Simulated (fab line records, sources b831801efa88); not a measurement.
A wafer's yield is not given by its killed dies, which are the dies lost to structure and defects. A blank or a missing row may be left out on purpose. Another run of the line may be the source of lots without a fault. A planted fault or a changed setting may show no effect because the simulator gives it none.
Which of the tools did it? | flow sky130 | 39 wafers from 13 lots sampled at 5 of the route's 708 steps

== WHAT THE GAUGES SHOWED, per wafer ==
SKY_DNWELL_TW_MEAS_09. Usual: DNWELL_TW typically reads 1112, with standard deviation 12.
lot  | measured    | on            | DNWELL_TW      | flag
L321 | day 3 15:31 | film metro-02 | 1107 1109 1109 |
L322 | day 4 00:46 | film metro-02 | 1118 1117 1118 |
L323 | day 4 07:10 | film metro-02 | 1114 1117 1111 |
L325 | day 4 14:19 | film metro-02 | 1119 1117 1112 |
L327 | day 5 01:49 | film metro-03 | 1135 1134 1134 |
L328 | day 5 06:25 | film metro-02 | 1109 1111 1102 |
L330 | day 5 16:25 | film metro-04 | 1099 1092 1096 |
L337 | day 7 03:58 | film metro-03 | 1121 1115 1113 |
L338 | day 7 14:13 | film metro-04 | 1101 1099 1097 |
L340 | day 8 07:16 | film metro-04 | 1093 1092 1093 |
L339 | day 8 07:36 | film metro-04 | 1096 1092 1102 |
L341 | day 8 07:40 | film metro-02 | 1114 1109 1116 |
L342 | day 8 12:58 | film metro-03 | 1119 1116 1118 |

SKY_VT_ADJUST_LVTN_OVL_MEAS_18. Usual: VT_ADJUST_LVTN_01_OVL typically reads 0.0 nm, with standard deviation 1.5.
lot  | measured     | on         | VT_ADJUST_LVTN_01_OVL (nm) | flag
L321 | day 8 05:37  | overlay-02 | -0.3 -1.5 0.7              |
L322 | day 8 22:58  | overlay-01 | 0.5 -0.2 -0.2              |
L323 | day 9 02:55  | overlay-02 | -0.6 0.0 0.2               |
L325 | day 9 11:07  | overlay-01 | -0.5 -1.0 0.4              |
L327 | day 10 01:37 | overlay-02 | -1.9 -2.8 -1.7             |
L328 | day 10 05:13 | overlay-01 | 2.0 0.1 0.0                |
L330 | day 10 18:59 | overlay-02 | 1.2 0.6 3.2                |
L337 | day 12 14:22 | overlay-02 | 2.0 2.2 3.6                |
L338 | day 13 06:04 | overlay-02 | -1.0 -1.3 0.3              |
L340 | day 13 23:25 | overlay-02 | 1.0 -0.1 2.2               |
L339 | day 14 01:30 | overlay-01 | -2.1 -0.1 -2.1             |
L341 | day 14 02:52 | overlay-02 | 0.5 -0.2 -0.9              |
L342 | day 14 07:49 | overlay-01 | -0.5 -2.3 -1.6             |

SKY_VT_ADJUST_LVTN_TW_MEAS_21. Usual: VT_ADJUST_LVTN_2_TW typically reads 186.2, with standard deviation 1.5.
lot  | measured     | on            | VT_ADJUST_LVTN_2_TW                 | flag
L321 | day 8 05:54  | film metro-02 | 188.9 189.2 188.8                   |
L322 | day 8 23:15  | film metro-02 | 188.0 188.7 189.5                   |
L323 | day 9 03:12  | film metro-01 | 186.5 186.0 186.6                   |
L325 | day 9 11:25  | film metro-04 | 186.5 185.8 186.4                   |
L327 | day 10 01:54 | film metro-02 | 187.8 188.6 188.2                   |
L328 | day 10 05:30 | film metro-01 | 185.9 184.8 184.9                   |
L330 | day 10 19:17 | film metro-01 | 185.5 186.4 184.2                   |
L337 | day 12 14:40 | film metro-04 | 155.0 155.7 154.6 155.3 156.4 154.9 | OFF
L338 | day 13 06:21 | film metro-04 | 155.4 156.6 155.9 155.1 155.8 155.1 | OFF
L340 | day 13 23:43 | film metro-01 | 183.9 183.9 184.5                   |
L339 | day 14 01:47 | film metro-01 | 183.1 184.4 183.5                   |
L341 | day 14 03:09 | film metro-04 | 186.9 185.3 186.0                   |
L342 | day 14 08:07 | film metro-01 | 183.7 184.7 184.6                   |

SKY_VT_ADJUST_HVTR_TW_MEAS_11. Usual: VT_ADJUST_HVTR_TW typically reads 210.6, with standard deviation 1.9.
lot  | measured     | on            | VT_ADJUST_HVTR_TW | flag
L321 | day 9 22:46  | film metro-04 | 208.7 208.6 209.1 |
L322 | day 10 17:10 | film metro-02 | 209.8 210.4 211.7 |
L323 | day 10 21:37 | film metro-03 | 214.0 213.8 214.2 |
L325 | day 11 06:50 | film metro-02 | 210.0 210.5 212.3 |
L327 | day 11 23:22 | film metro-04 | 208.3 207.9 207.8 |
L328 | day 12 03:07 | film metro-02 | 211.4 211.5 211.9 |
L330 | day 12 18:35 | film metro-03 | 212.4 212.3 213.7 |
L337 | day 14 17:56 | film metro-02 | 210.3 210.5 210.1 |
L338 | day 15 09:55 | film metro-02 | 210.1 210.5 210.4 |
L340 | day 16 05:59 | film metro-04 | 208.1 208.6 208.1 |
L339 | day 16 09:04 | film metro-04 | 208.3 208.2 207.6 |
L341 | day 16 10:19 | film metro-04 | 208.5 208.6 208.1 |
L342 | day 16 15:10 | film metro-02 | 209.8 210.0 209.8 |

== WHAT TOOL EACH LOT RAN ON (gives the tool, then ch and the chambers of the sampled wafers, and finally the start) ==
lot  | SKY_VT_ADJUST_LVTN_IMPLANT_19
L321 | implanter-04 ch 0, day 8 05:39
L322 | implanter-04 ch 0, day 8 23:00
L323 | implanter-02 ch 0, day 9 02:57
L325 | implanter-01 ch 0, day 9 11:10
L327 | implanter-01 ch 0, day 10 01:39
L328 | implanter-02 ch 0, day 10 05:15
L330 | implanter-04 ch 0, day 10 19:04
L337 | implanter-01 ch 0, day 12 14:25
L338 | implanter-01 ch 0, day 13 06:06
L340 | implanter-02 ch 0, day 13 23:28
L339 | implanter-04 ch 0, day 14 01:32
L341 | implanter-02 ch 0, day 14 02:54
L342 | implanter-04 ch 0, day 14 07:52
- SKY_VT_ADJUST_LVTN_IMPLANT_19

== AS READ BY THE TOOLS THEMSELVES (means over the sampled wafers that have a number; for cases with no such wafer, the mark the record gives instead) ==
SKY_VT_ADJUST_LVTN_IMPLANT_19. Usual: beam on s 10.03 s, standard deviation 0.2; dose ions cm2 6.499e+11, standard deviation 7e+08; faraday current uA 3.65, standard deviation 0.074.
lot  | tool         | beam on s (s) | dose ions cm2 | faraday current uA | flag
L321 | implanter-04 | 10.20         | 6.497e+11     | 3.60               |
L322 | implanter-04 | 10.04         | 6.503e+11     | 3.64               |
L323 | implanter-02 | 9.83          | 6.499e+11     | 3.72               |
L325 | implanter-01 | 10.01         | 6.499e+11     | 3.65               |
L327 | implanter-01 | 10.05         | 6.507e+11     | 3.65               |
L328 | implanter-02 | 9.93          | 6.489e+11     | 3.68               |
L330 | implanter-04 | 10.06         | 6.500e+11     | 3.65               |
L337 | implanter-01 | 10.00         | 3.373e+11     | 1.90               | OFF
L338 | implanter-01 | 9.99          | 3.357e+11     | 1.90               | OFF
L340 | implanter-02 | 10.14         | 6.502e+11     | 3.62               |
L339 | implanter-04 | 10.02         | 6.501e+11     | 3.66               |
L341 | implanter-02 | 9.86          | 6.503e+11     | 3.72               |
L342 | implanter-04 | 10.17         | 6.496e+11     | 3.59               |

== THE ANSWER, worked out from the rows above alone ==
Rule: a lot is off if the mean of its wafers that have a number lies more than 3 standard deviations from the usual mean. A lot without any number at a reading at which 4 lots or more have one is off too. All remaining lots with rows at the step are treated as sound. The gauges are gone through in route order, then the tools' own readings, and for those a lot's mean is taken as printed above. At the first step where some lot is off, the reading lying furthest off is the one used; lots without a number count as furthest.
Off: L337, L338, at SKY_VT_ADJUST_LVTN_TW_MEAS_21 (VT_ADJUST_LVTN_2_TW).
If a tool, at a process step before that reading, ran all the lots that are off and no sound lot after the first of them, it fits. The gauges at SKY_VT_ADJUST_LVTN_TW_MEAS_21 aren't tried: what is off there is off at SKY_VT_ADJUST_LVTN_IMPLANT_19 too, on other tools, and a gauge's error can't cause that. One fits: implanter-01 at SKY_VT_ADJUST_LVTN_IMPLANT_19. A fault onset in the window from L327 (day 10 01:39, its last sound lot) to L337 (day 12 14:25, its first lot off) fits.
The tool's own readings at SKY_VT_ADJUST_LVTN_IMPLANT_19 bear it out: on the lots that are off they differ by more than 5 times the standard deviation of the sound lots' means. dose ions cm2 reads 3.365e+11 there against 6.500e+11 on the sound lots; faraday current uA reads 1.90 there against 3.65 on the sound lots.

== WHAT THE SIMULATOR PUT IN ==
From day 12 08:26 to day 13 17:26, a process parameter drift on implanter-01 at SKY_VT_ADJUST_LVTN_IMPLANT_19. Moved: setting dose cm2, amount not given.
Shown lots that were struck: L337, L338. Same finding as the rule above.
